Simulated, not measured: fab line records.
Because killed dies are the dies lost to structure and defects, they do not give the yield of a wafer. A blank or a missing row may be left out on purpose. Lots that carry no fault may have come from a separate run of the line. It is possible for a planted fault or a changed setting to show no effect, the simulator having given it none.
Matching of chambers :: flow gf180mcu :: cmp-01 running GF_STI_CMP_25: 3 sister chambers
The step polishes, stops on Si3N4, t overpolish 33 s, target thk 524.6 nm. 6 wafers are shown with their chamber, then 6 later ones without.

WAFERS PAIRED WITH THEIR CHAMBERS
wafer: L314.1
chamber: 3
motorCurrentA (A): 9.9
overpolishRunS (s): 33.003

wafer: L314.2
chamber: 1
motorCurrentA (A): 12.2
overpolishRunS (s): 33.020

wafer: L318.5
chamber: 0
motorCurrentA (A): 10.9
overpolishRunS (s): 32.994

wafer: L318.6
chamber: 3
motorCurrentA (A): 10.6
overpolishRunS (s): 33.010

wafer: L319.3
chamber: 0
motorCurrentA (A): 11.3
overpolishRunS (s): 32.992

wafer: L319.4
chamber: 1
motorCurrentA (A): 11.9
overpolishRunS (s): 33.002

WAFERS MISSING THEIR CHAMBER
wafer: L319.5
motorCurrentA (A): 11.5
overpolishRunS (s): 32.997

wafer: L320.2
motorCurrentA (A): 10.8
overpolishRunS (s): 33.005

wafer: L320.4
motorCurrentA (A): 11.4
overpolishRunS (s): 32.982

wafer: L320.5
motorCurrentA (A): 11.6
overpolishRunS (s): 33.000

wafer: L323.2
motorCurrentA (A): 11.0
overpolishRunS (s): 33.003

wafer: L323.5
motorCurrentA (A): 11.4
overpolishRunS (s): 33.017

WHICH CHAMBER EACH ONE RAN IN
wafer: L319.5
from the rows above: can't be placed: 0 or 1
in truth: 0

wafer: L320.2
from the rows above: can't be placed: 3 or 0
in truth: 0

wafer: L320.4
from the rows above: 0
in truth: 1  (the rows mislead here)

wafer: L320.5
from the rows above: can't be placed: 0 or 1
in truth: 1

wafer: L323.2
from the rows above: can't be placed: 0 or 3 or 1
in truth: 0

wafer: L323.5
from the rows above: can't be placed: 1 or 0 or 3
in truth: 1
Placed correctly: 0 of 6. From these rows, 5 cannot be placed; in 5 the true chamber is one of the candidates. Placed wrongly: 1.
How it was worked out, from the rows above alone: a wafer's distance from a chamber is the root of the sum, over the readings, of the square of ((its reading less the chamber's mean) divided by the reading's scatter). If the next closest chamber is less than 2 further off than the closest, the wafer can't be placed; otherwise it belongs to the closest. The mean given for a chamber averages the wafers shown for that chamber. The scatter: the root of (the sum of the squares of (reading less its chamber's mean) over the shown wafers, divided by (wafers less chambers)).
